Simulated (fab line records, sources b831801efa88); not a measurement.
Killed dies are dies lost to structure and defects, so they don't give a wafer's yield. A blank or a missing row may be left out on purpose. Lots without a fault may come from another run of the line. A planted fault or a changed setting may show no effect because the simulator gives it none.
Which tool did it? | flow gf180mcu | 14 lots, 42 wafers sampled, at 5 steps of a route of 602

WHAT THE GAUGES READ, wafer by wafer
GF_POLY_GATE_CD_MEAS_18. Usual: cd_nm 279.8 nm, standard deviation 2.
lot  | measured     | on        | cd_nm (nm)        | flag
L706 | day 9 10:56  | cd_sem-01 | 283.0 279.7 279.0 |
L708 | day 9 18:14  | cd_sem-01 | 282.2 281.2 280.3 |
L709 | day 10 00:02 | cd_sem-02 | 276.7 276.9 279.4 |
L710 | day 10 11:44 | cd_sem-01 | 279.4 279.9 279.3 |
L711 | day 10 15:35 | cd_sem-02 | 282.0 281.8 279.4 |
L712 | day 11 05:53 | cd_sem-02 | 278.1 277.6 278.7 |
L713 | day 11 14:36 | cd_sem-01 | 279.3 279.3 281.6 |
L714 | day 11 22:49 | cd_sem-01 | 278.9 280.5 278.5 |
L720 | day 13 16:23 | cd_sem-02 | 281.2 281.4 280.0 |
L721 | day 14 03:51 | cd_sem-01 | 279.9 281.5 281.7 |
L723 | day 14 12:26 | cd_sem-02 | 278.3 278.4 281.9 |
L722 | day 14 14:19 | cd_sem-01 | 276.4 278.5 278.0 |
L728 | day 16 00:31 | cd_sem-02 | 281.4 277.4 278.6 |
L729 | day 16 01:42 | cd_sem-01 | 285.1 279.5 285.2 |

GF_HV_LDD_THK_MEAS_55. Usual: HV_LDD_CVD_54_THK 10.00 nm, standard deviation 0.14.
lot  | measured     | on            | HV_LDD_CVD_54_THK (nm) | flag
L706 | day 12 16:38 | film_metro-04 | 10.08 10.08 10.00      |
L708 | day 12 23:50 | film_metro-03 | 9.97 9.93 9.90         |
L709 | day 13 06:35 | film_metro-01 | 9.94 9.81 9.87         |
L710 | day 13 18:46 | film_metro-03 | 10.00 9.95 9.99        |
L711 | day 13 23:30 | film_metro-03 | 9.90 9.86 9.75         |
L712 | day 14 15:50 | film_metro-01 | 10.01 10.04 9.80       |
L713 | day 15 01:43 | film_metro-04 | 10.17 10.01 10.07      |
L714 | day 15 08:41 | film_metro-03 | 10.13 10.24 10.21      |
L720 | day 17 08:51 | film_metro-04 | 9.68 9.82 9.76         |
L721 | day 17 22:36 | film_metro-01 | 10.25 10.27 10.20      |
L723 | day 18 09:52 | film_metro-04 | 13.75 13.74 13.35      | OFF
L722 | day 18 10:52 | film_metro-03 | 10.34 11.32 11.83      | OFF
L728 | day 20 00:46 | film_metro-03 | 10.04 9.82 10.17       |
L729 | day 20 02:09 | film_metro-01 | 10.03 10.05 10.04      |

GF_M3_THK_MEAS_06: measures by xrf. Usual: M3_ALCU_THK 449 nm, standard deviation 6.3.
lot  | measured     | on            | M3_ALCU_THK (nm) | flag
L706 | day 20 16:22 | film_metro-04 | 452 447 449      |
L708 | day 20 22:22 | film_metro-02 | 445 448 447      |
L709 | day 21 06:20 | film_metro-02 | 446 454 450      |
L710 | day 21 22:16 | film_metro-01 | 460 451 460      |
L711 | day 22 05:10 | film_metro-04 | 456 453 455      |
L712 | day 22 22:16 | film_metro-04 | 454 461 453      |
L713 | day 23 07:46 | film_metro-01 | 455 453 455      |
L714 | day 23 15:45 | film_metro-01 | 448 457 450      |
L720 | day 25 14:50 | film_metro-01 | 436 436 443      |
L721 | day 25 23:43 | film_metro-04 | 442 448 449      |
L723 | day 26 11:24 | film_metro-04 | 451 440 454      |
L722 | day 26 14:26 | film_metro-01 | 445 446 441      |
L728 | day 27 21:01 | film_metro-01 | 455 457 448      |
L729 | day 27 21:25 | film_metro-01 | 441 457 447      |

GF_V3_CD_MEAS_14: target cd 260 nm. Usual: cd_nm 259.6 nm, standard deviation 1.2.
lot  | measured     | on        | cd_nm (nm)        | flag
L706 | day 22 17:43 | cd_sem-01 | 259.3 258.5 260.1 |
L708 | day 22 23:35 | cd_sem-01 | 260.4 260.3 259.7 |
L709 | day 23 06:29 | cd_sem-01 | 258.2 257.9 256.3 |
L710 | day 23 21:26 | cd_sem-02 | 260.9 259.7 260.0 |
L711 | day 24 03:14 | cd_sem-02 | 259.3 259.8 260.1 |
L712 | day 24 19:55 | cd_sem-01 | 258.9 258.6 258.5 |
L713 | day 25 04:23 | cd_sem-02 | 258.6 260.2 259.4 |
L714 | day 25 12:18 | cd_sem-01 | 258.1 258.1 258.3 |
L720 | day 27 08:43 | cd_sem-01 | 258.6 259.1 259.7 |
L721 | day 27 17:23 | cd_sem-01 | 259.9 261.6 261.6 |
L723 | day 28 05:23 | cd_sem-01 | 258.3 259.3 259.2 |
L722 | day 28 07:46 | cd_sem-01 | 261.3 260.6 261.0 |
L728 | day 29 12:40 | cd_sem-02 | 261.7 261.8 260.8 |
L729 | day 29 13:07 | cd_sem-02 | 259.2 259.9 259.8 |

WHICH TOOL RAN EACH LOT (tool, then ch and the chambers of the sampled wafers, then the start)
lot  | GF_HV_LDD_CVD_54
L706 | lpcvd-02 ch 0, day 12 15:37
L708 | lpcvd-02 ch 0, day 12 22:49
L709 | lpcvd-01 ch 1, day 13 05:32
L710 | lpcvd-02 ch 1, day 13 17:44
L711 | lpcvd-01 ch 1, day 13 22:27
L712 | lpcvd-01 ch 1, day 14 14:47
L713 | lpcvd-01 ch 1, day 15 00:41
L714 | lpcvd-02 ch 0, day 15 07:38
L720 | lpcvd-01 ch 0, day 17 07:50
L721 | lpcvd-02 ch 1, day 17 21:34
L723 | lpcvd-01 ch 0, day 18 08:49
L722 | lpcvd-01 ch 0, day 18 09:50
L728 | lpcvd-02 ch 1, day 19 23:44
L729 | lpcvd-02 ch 1, day 20 01:08
- GF_HV_LDD_CVD_54: deposits SiO2 from TEOS, target thk 10 nm, time 75 s.

WHAT THE TOOLS THEMSELVES READ (means of the sampled wafers that have a number; where no wafer has one, the mark that the record gives instead)
GF_HV_LDD_CVD_54. Usual: pressure_mtorr 400.1 mTorr, standard deviation 0.81; spike_tc_centre_C 681.4 C, standard deviation 1.5; spike_tc_upper_C 679.5 C, standard deviation 1.2; zone_power_centre_pct 11.0 %, standard deviation 0.89; zone_power_top_pct 20.0 %, standard deviation 1.4; zone_power_upper_pct 10.3 %, standard deviation 0.35.
lot  | tool     | pressure_mtorr (mTorr) | spike_tc_centre_C (C) | spike_tc_upper_C (C) | zone_power_centre_pct (%) | zone_power_top_pct (%) | zone_power_upper_pct (%) | flag
L706 | lpcvd-02 | 399.5                  | 680.9                 | 679.9                | 11.3                      | 19.5                   | 10.7                     |
L708 | lpcvd-02 | 398.8                  | 681.0                 | 680.1                | 11.2                      | 19.6                   | 10.8                     |
L709 | lpcvd-01 | 399.5                  | 680.3                 | 679.7                | 11.8                      | 19.0                   | 10.1                     |
L710 | lpcvd-02 | 399.9                  | 683.0                 | 679.0                | 10.9                      | 22.2                   | 9.9                      |
L711 | lpcvd-01 | 400.6                  | 680.1                 | 678.4                | 11.9                      | 18.9                   | 10.1                     |
L712 | lpcvd-01 | 399.6                  | 679.4                 | 678.9                | 11.8                      | 19.0                   | 10.1                     |
L713 | lpcvd-01 | 400.3                  | 680.3                 | 679.1                | 11.9                      | 18.6                   | 10.2                     |
L714 | lpcvd-02 | 399.5                  | 681.2                 | 680.0                | 11.5                      | 19.7                   | 10.7                     |
L720 | lpcvd-01 | 399.7                  | 681.6                 | 680.9                | 9.1                       | 18.9                   | 10.7                     |
L721 | lpcvd-02 | 399.1                  | 682.7                 | 677.8                | 10.8                      | 22.0                   | 10.0                     |
L723 | lpcvd-01 | 399.8                  | 677.6                 | 710.9                | 6.5                       | 15.4                   | 17.6                     | OFF
L722 | lpcvd-01 | 400.0                  | 676.9                 | 711.2                | 6.6                       | 15.3                   | 17.6                     | OFF
L728 | lpcvd-02 | 399.8                  | 682.9                 | 678.1                | 10.8                      | 22.2                   | 10.0                     |
L729 | lpcvd-02 | 401.0                  | 682.4                 | 679.7                | 10.9                      | 22.3                   | 9.9                      |

THE ANSWER, worked out from the rows above alone
Rule: a lot is off if the mean of its wafers that have a number lies more than 3 standard deviations from the usual mean. A lot without any number at a reading at which 4 lots or more have one is off too. The other lots that the step has rows for count as sound. The gauges are gone through in route order, then the tools' own readings, and for those a lot's mean is taken as printed above. The first step at which some lot is off is used, and at that step the reading that is off furthest; a lot without a number counts as furthest.
Off: L723, L722, at GF_HV_LDD_THK_MEAS_55 (HV_LDD_CVD_54_THK).
A tool fits if, at a process step before that reading, it ran every lot that is off, and no sound lot after the first of them. The gauges at GF_HV_LDD_THK_MEAS_55 aren't tried: what is off there is off at GF_HV_LDD_CVD_54 too, on other tools, and a gauge's error can't cause that. One fits: lpcvd-01 at GF_HV_LDD_CVD_54. Its last sound lot is L720 (day 17 07:50), its first lot that is off L723 (day 18 08:49): a fault that began between those two fits.
The tool's own readings at GF_HV_LDD_CVD_54 bear it out: on the lots that are off they differ by more than 5 times the standard deviation of the sound lots' means. spike_tc_upper_C reads 711.0 C there against 679.3 C on the sound lots; zone_power_centre_pct reads 6.5 % there against 11.2 % on the sound lots; zone_power_upper_pct reads 17.6 % there against 10.3 % on the sound lots.

WHAT THE SIMULATOR HAD PUT IN
Process parameter drift: lpcvd-01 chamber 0, from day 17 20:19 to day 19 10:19, at GF_HV_LDD_CVD_54. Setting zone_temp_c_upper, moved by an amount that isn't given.
Lots struck among those shown: L723, L722. The rule above found the same.
